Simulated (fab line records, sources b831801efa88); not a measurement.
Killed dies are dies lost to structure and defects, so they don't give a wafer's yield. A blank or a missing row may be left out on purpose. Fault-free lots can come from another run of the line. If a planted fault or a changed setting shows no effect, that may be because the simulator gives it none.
The tool behind it: which one? | flow gf180mcu | Sampling: 11 lots, 33 wafers, 6 of 602 route steps

== WHAT THE GAUGES READ, wafer by wafer ==
GF_NWELL_TW_MEAS_11. Usual: NWELL_TW gives 1554 (standard deviation 16).
lot  | measured    | on            | NWELL_TW       | flag
L776 | day 3 11:59 | film-metro-02 | 1540 1538 1536 |
L778 | day 4 01:28 | film-metro-02 | 1536 1541 1540 |
L780 | day 4 11:39 | film-metro-03 | 1567 1569 1574 |
L781 | day 4 16:12 | film-metro-03 | 1562 1563 1566 |
L785 | day 5 14:30 | film-metro-02 | 1545 1543 1544 |
L787 | day 6 01:34 | film-metro-02 | 1543 1541 1543 |
L791 | day 6 22:23 | film-metro-02 | 1556 1555 1554 |
L793 | day 7 11:08 | film-metro-02 | 1552 1550 1548 |
L794 | day 7 14:58 | film-metro-04 | 1538 1541 1533 |
L796 | day 8 01:13 | film-metro-04 | 1537 1543 1544 |
L798 | day 8 11:32 | film-metro-03 | 1578 1580 1591 |

GF_MVSD_TW_MEAS_11. Usual: MVSD_TW gives 1562 (standard deviation 21).
lot  | measured    | on            | MVSD_TW        | flag
L776 | day 4 15:28 | film-metro-04 | 1539 1548 1541 |
L778 | day 5 04:40 | film-metro-03 | 1576 1583 1574 |
L780 | day 5 15:48 | film-metro-03 | 1579 1578 1586 |
L781 | day 5 20:41 | film-metro-04 | 1551 1546 1547 |
L785 | day 6 20:24 | film-metro-04 | 1546 1541 1538 |
L787 | day 7 08:34 | film-metro-03 | 1593 1588 1589 |
L791 | day 8 07:29 | film-metro-04 | 1536 1543 1541 |
L793 | day 8 20:29 | film-metro-04 | 1536 1538 1536 |
L794 | day 9 01:13 | film-metro-03 | 1590 1590 1591 |
L796 | day 9 11:49 | film-metro-03 | 1602 1591 1594 |
L798 | day 9 22:01 | film-metro-02 | 1565 1543 1548 |

GF_VT_IMPLANT_OVL_MEAS_29. Usual: VT_IMPLANT_02_OVL gives -0.3 nm (standard deviation 1.4).
lot  | measured     | on         | VT_IMPLANT_02_OVL (nm) | flag
L776 | day 7 02:11  | overlay-02 | -0.5 -1.1 0.5          |
L778 | day 7 16:13  | overlay-01 | -0.1 1.8 0.7           |
L780 | day 8 04:17  | overlay-01 | -1.9 -2.3 -3.7         |
L781 | day 8 09:26  | overlay-01 | 0.9 0.9 3.1            |
L785 | day 9 14:27  | overlay-02 | -1.6 0.4 -3.4          |
L787 | day 10 02:47 | overlay-01 | - - -                  | OFF
L791 | day 11 05:56 | overlay-02 | -0.2 0.4 1.1           |
L793 | day 11 21:53 | overlay-02 | 1.6 -0.4 1.0           |
L794 | day 12 02:31 | overlay-01 | -0.2 -2.2 -1.0         |
L796 | day 12 13:20 | overlay-02 | -2.1 -1.7 -1.3         |
L798 | day 13 02:50 | overlay-01 | 0.6 0.2 0.9            |

GF_VT_IMPLANT_TW_MEAS_32. Usual: VT_IMPLANT_3_TW gives 265 (standard deviation 3.3).
lot  | measured     | on            | VT_IMPLANT_3_TW | flag
L776 | day 7 02:29  | film-metro-01 | 264 264 262     |
L778 | day 7 16:31  | film-metro-03 | 270 270 269     |
L780 | day 8 04:44  | film-metro-04 | 263 262 264     |
L781 | day 8 09:44  | film-metro-04 | 262 263 262     |
L785 | day 9 14:45  | film-metro-03 | 270 271 272     |
L787 | day 10 03:04 | film-metro-04 | 30 30 30        | OFF
L791 | day 11 06:15 | film-metro-03 | 270 269 270     |
L793 | day 11 22:11 | film-metro-03 | 271 269 270     |
L794 | day 12 02:49 | film-metro-04 | 264 263 261     |
L796 | day 12 13:37 | film-metro-04 | 264 262 263     |
L798 | day 13 03:08 | film-metro-04 | 261 263 262     |

== EACH LOT AND THE TOOL THAT RAN IT (in order: tool; ch and the chambers of the sampled wafers; start) ==
lot  | GF_VT_IMPLANT_EXPOSE_26             | GF_VT_IMPLANT_STRIP_31
L776 | iline-stepper-02 ch 0, day 6 18:22  | plasma-asher-01 ch 0,1, day 7 02:22
L778 | iline-stepper-02 ch 0, day 7 09:22  | plasma-asher-03 ch 0,1, day 7 16:25
L780 | iline-stepper-01 ch 0, day 7 21:09  | plasma-asher-01 ch 0,1, day 8 04:29
L781 | iline-stepper-02 ch 0, day 8 02:04  | plasma-asher-01 ch 0,1, day 8 09:38
L785 | iline-stepper-01 ch 0, day 9 05:45  | plasma-asher-04 ch 0,1, day 9 14:39
L787 | iline-stepper-02 ch 0, day 9 18:33  | plasma-asher-04 ch 0,1, day 10 02:58
L791 | iline-stepper-01 ch 0, day 10 21:03 | plasma-asher-03 ch 0,1, day 11 06:10
L793 | iline-stepper-02 ch 0, day 11 12:31 | plasma-asher-03 ch 0,1, day 11 22:05
L794 | iline-stepper-01 ch 0, day 11 17:11 | plasma-asher-03 ch 0,1, day 12 02:43
L796 | iline-stepper-02 ch 0, day 12 04:04 | plasma-asher-01 ch 0,1, day 12 13:31
L798 | iline-stepper-02 ch 0, day 12 17:10 | plasma-asher-04 ch 0,1, day 13 03:01
- GF_VT_IMPLANT_EXPOSE_26: exposes mask LVPWELL HV AREA, target cd 860 nm.
- GF_VT_IMPLANT_STRIP_31: strips in O2/N2.

== AS READ BY THE TOOLS THEMSELVES (means over the sampled wafers that have a number; for cases with no such wafer, the mark the record gives instead) ==
GF_VT_IMPLANT_EXPOSE_26. Usual: focus-offset-nm at 0.0 nm, with a standard deviation of 0.48.
lot  | tool             | focus-offset-nm (nm) | flag
L776 | iline-stepper-02 | 0.1                  |
L778 | iline-stepper-02 | 0.2                  |
L780 | iline-stepper-01 | -0.4                 |
L781 | iline-stepper-02 | -0.2                 |
L785 | iline-stepper-01 | 0.2                  |
L787 | iline-stepper-02 | 0.4                  |
L791 | iline-stepper-01 | -0.4                 |
L793 | iline-stepper-02 | 0.6                  |
L794 | iline-stepper-01 | 0.0                  |
L796 | iline-stepper-02 | -0.2                 |
L798 | iline-stepper-02 | 0.1                  |

GF_VT_IMPLANT_STRIP_31. Usual: drypump-motor-current-A 5.8 A, standard deviation 0.52; heater-power-w 346 W, standard deviation 32; n2-flow-sccm 299.9 sccm, standard deviation 0.85; oes-product-au 0.716 a.u., standard deviation 0.0052; platen-temp-c 250.02 C, standard deviation 0.18; strip-time-to-endpoint-s 12.65 s, standard deviation 0.03.
lot  | tool            | drypump-motor-current-A (A) | heater-power-w (W) | n2-flow-sccm (sccm) | oes-product-au (a.u.) | platen-temp-c (C) | strip-time-to-endpoint-s (s) | flag
L776 | plasma-asher-01 | 5.3                         | 358                | 300.4               | 0.715                 | 250.10            | 12.66                        |
L778 | plasma-asher-03 | 6.4                         | 354                | 299.6               | 0.716                 | 250.13            | 12.63                        |
L780 | plasma-asher-01 | 5.5                         | 338                | 299.9               | 0.717                 | 249.93            | 12.62                        |
L781 | plasma-asher-01 | 5.4                         | 342                | 300.0               | 0.717                 | 249.97            | 12.67                        |
L785 | plasma-asher-04 | 5.6                         | 320                | 299.3               | 0.718                 | 249.91            | 12.66                        |
L787 | plasma-asher-04 | 5.5                         | 319                | 300.1               | 0.715                 | 249.94            | 12.62                        |
L791 | plasma-asher-03 | 6.6                         | 366                | 300.4               | 0.715                 | 250.00            | 12.64                        |
L793 | plasma-asher-03 | 6.4                         | 359                | 299.2               | 0.710                 | 250.21            | 12.65                        |
L794 | plasma-asher-03 | 6.4                         | 352                | 300.8               | 0.713                 | 250.03            | 12.64                        |
L796 | plasma-asher-01 | 5.3                         | 357                | 299.0               | 0.713                 | 249.96            | 12.62                        |
L798 | plasma-asher-04 | 5.5                         | 321                | 299.6               | 0.716                 | 250.10            | 12.60                        |

== THE ANSWER, worked out from the rows above alone ==
Rule: lot off if the mean of its wafers having a number is beyond 3 standard deviations from the usual mean. Also off: a lot with no number at a reading for which 4 or more lots have one. Where the step has rows for the other lots, those lots are counted as sound. First the gauges in route order, then the tools' own readings, where a lot's mean is used as printed above. At the first step where some lot is off, the reading lying furthest off is the one used; lots without a number count as furthest.
Off: L787, at GF_VT_IMPLANT_OVL_MEAS_29 (VT_IMPLANT_02_OVL). Without a number there: L787.
A tool fits if, at a process step before that reading, it ran every lot that is off, and no sound lot after the first of them. Not tried: the gauges at GF_VT_IMPLANT_OVL_MEAS_29; whatever is off there is also off at GF_VT_IMPLANT_TW_MEAS_32, on other tools, and gauge error can't account for it. Not one of the candidates tried fits.

== WHAT WAS PUT IN BY THE SIMULATOR ==
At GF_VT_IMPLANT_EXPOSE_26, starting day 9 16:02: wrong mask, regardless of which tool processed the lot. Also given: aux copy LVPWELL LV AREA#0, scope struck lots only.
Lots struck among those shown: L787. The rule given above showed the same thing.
